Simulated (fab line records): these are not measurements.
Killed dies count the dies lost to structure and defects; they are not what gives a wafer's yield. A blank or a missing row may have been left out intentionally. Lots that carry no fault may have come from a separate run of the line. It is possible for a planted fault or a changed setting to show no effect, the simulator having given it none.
Matching of chambers :: flow gf180mcu :: hdpcvd-02 running GF_V1_CVD_00: 3 sister chambers
The step deposits SiO2, target thk 600 nm, time 100 s. 6 wafers are shown with their chamber, then 8 later ones without.

## WAFERS, EACH WITH ITS CHAMBER
wafer: L406.4
chamber: 0
sih4 flow sccm (sccm): 59.98

wafer: L406.5
chamber: 1
sih4 flow sccm (sccm): 59.96

wafer: L409.3
chamber: 2
sih4 flow sccm (sccm): 60.03

wafer: L409.5
chamber: 1
sih4 flow sccm (sccm): 60.03

wafer: L409.6
chamber: 0
sih4 flow sccm (sccm): 60.10

wafer: L420.4
chamber: 2
sih4 flow sccm (sccm): 59.79

## WAFERS WITH NO CHAMBER GIVEN
wafer: L420.5
sih4 flow sccm (sccm): 60.21

wafer: L420.6
sih4 flow sccm (sccm): 59.98

wafer: L422.1
sih4 flow sccm (sccm): 59.88

wafer: L422.3
sih4 flow sccm (sccm): 59.64

wafer: L422.4
sih4 flow sccm (sccm): 60.04

wafer: L423.2
sih4 flow sccm (sccm): 59.83

wafer: L423.4
sih4 flow sccm (sccm): 59.85

wafer: L423.6
sih4 flow sccm (sccm): 60.19

## CHAMBER TAKEN BY EACH
wafer: L420.5
from the rows above: can't be placed: 0 or 1 or 2
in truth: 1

wafer: L420.6
from the rows above: can't be placed: 1 or 0 or 2
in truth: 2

wafer: L422.1
from the rows above: can't be placed: 2 or 1 or 0
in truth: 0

wafer: L422.3
from the rows above: can't be placed: 2 or 1 or 0
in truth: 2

wafer: L422.4
from the rows above: can't be placed: 0 or 1 or 2
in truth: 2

wafer: L423.2
from the rows above: can't be placed: 2 or 1 or 0
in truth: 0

wafer: L423.4
from the rows above: can't be placed: 2 or 1 or 0
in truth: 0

wafer: L423.6
from the rows above: can't be placed: 0 or 1 or 2
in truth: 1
Correct placement for 0 of the 8. Cannot be placed on the basis of these rows: 8; the candidates contain the true chamber in 8. Placed wrongly: 0.
How it was worked out, from the rows above alone: a wafer's distance from a chamber is the root of the sum, over the readings, of the square of ((its reading less the chamber's mean) divided by the reading's scatter). The wafer belongs to the nearest chamber; if the next one is less than 2 further off, it can't be placed. The mean given for a chamber averages the wafers shown for that chamber. The scatter is the square root of a quotient: the sum, over the shown wafers, of each reading's squared deviation from its chamber's mean, divided by wafers minus chambers.
